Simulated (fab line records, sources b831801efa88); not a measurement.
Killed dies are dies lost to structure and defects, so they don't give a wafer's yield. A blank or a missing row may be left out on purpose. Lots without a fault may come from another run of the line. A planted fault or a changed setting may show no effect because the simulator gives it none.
One fault seen from 2 desks | flow gf180mcu | each desk has only its own numbers; what lay behind them comes last

THE TOOL OWNER'S DESK: rie_si-01
The tool's own readings at GF_POLY_GATE_ETCH_13 (etches poly-Si in HBr/Cl2, stops on SiO2, target depth 198.5 nm, time 69.6 s): means of the sampled wafers that have a number, for each lot that ran on this tool. A lot is out of limits, marked OUT, if its mean lies more than 4 standard deviations from the usual mean; the brackets give that distance.
Columns: A = drypump_motor_current_A at GF_POLY_GATE_ETCH_13, usual 5.5 A; B = oes_product_au at GF_POLY_GATE_ETCH_13, usual 0.991 a.u.; C = run_length_s at GF_POLY_GATE_ETCH_13, usual 98.0 s; D = throttle_valve_pct at GF_POLY_GATE_ETCH_13, usual 33.686 %
lot  | first seen here | A   | B     | C              | D
L399 | day 9 05:13     | 5.4 | 0.989 | 97.8           | 33.685
L400 | day 9 11:20     | 5.3 | 0.993 | 97.9           | 33.688
L403 | day 10 12:46    | 5.5 | 1.003 | 98.0           | 33.686
L407 | day 11 13:02    | 5.4 | 0.994 | 90.6 (-15) OUT | 33.689
L409 | day 12 07:25    | 5.4 | 1.005 | 90.4 (-15) OUT | 33.696
L417 | day 14 11:44    | 5.6 | 0.977 | 98.2           | 33.690
L418 | day 15 01:11    | 5.5 | 0.981 | 97.8           | 33.692
L420 | day 15 12:29    | 5.5 | 0.982 | 98.3           | 33.681
L421 | day 15 17:26    | 5.6 | 0.989 | 98.6           | 33.686
This desk's finding: out of limits on L407, L409; first on L407, day 11 13:02 (run_length_s at GF_POLY_GATE_ETCH_13). In limits: L399, L400, L403, L417, L418, L420, L421.

THE METROLOGY DESK
What the gauges read, lot by lot, whatever tool the lot ran on: means of the sampled wafers that have a number. A lot is out of limits, marked OUT, if its mean lies more than 4 standard deviations from the usual mean; the brackets give that distance.
Columns: A = HV_LDD_TW at GF_HV_LDD_TW_MEAS_11, usual 2398
lot  | first seen here | A
L399 | day 10 01:32    | 2428
L400 | day 10 07:44    | 2383
L403 | day 11 10:21    | 2393
L407 | day 12 10:38    | 2380
L409 | day 13 05:26    | 2430
L412 | day 13 21:32    | 2377
L415 | day 15 07:05    | 2379
L417 | day 15 11:40    | 2386
L418 | day 16 01:40    | 2374
L419 | day 16 09:38    | 2365
L420 | day 16 12:19    | 2417
L421 | day 16 17:58    | 2430
L422 | day 17 04:52    | 2432
This desk's finding: nothing out of limits on any of the 13 lots.

PUT TOGETHER
The tool owner's desk could have raised an alarm at day 11 13:02, on L407, L409.
The metrology desk saw nothing out of limits.
The metrology desk has L407, L409 on record, within its limits.
Of the lots named, all ran GF_POLY_GATE_ETCH_13 on rie_si-01.

WHAT THE SIMULATOR HAD PUT IN
Process parameter drift: rie_si-01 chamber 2, from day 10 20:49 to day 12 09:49, at GF_POLY_GATE_ETCH_13. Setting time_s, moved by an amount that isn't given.
Lots struck among those shown: L407, L409.
Hours from the fault's start to each desk's first reading out of limits: the tool owner's desk, 16.
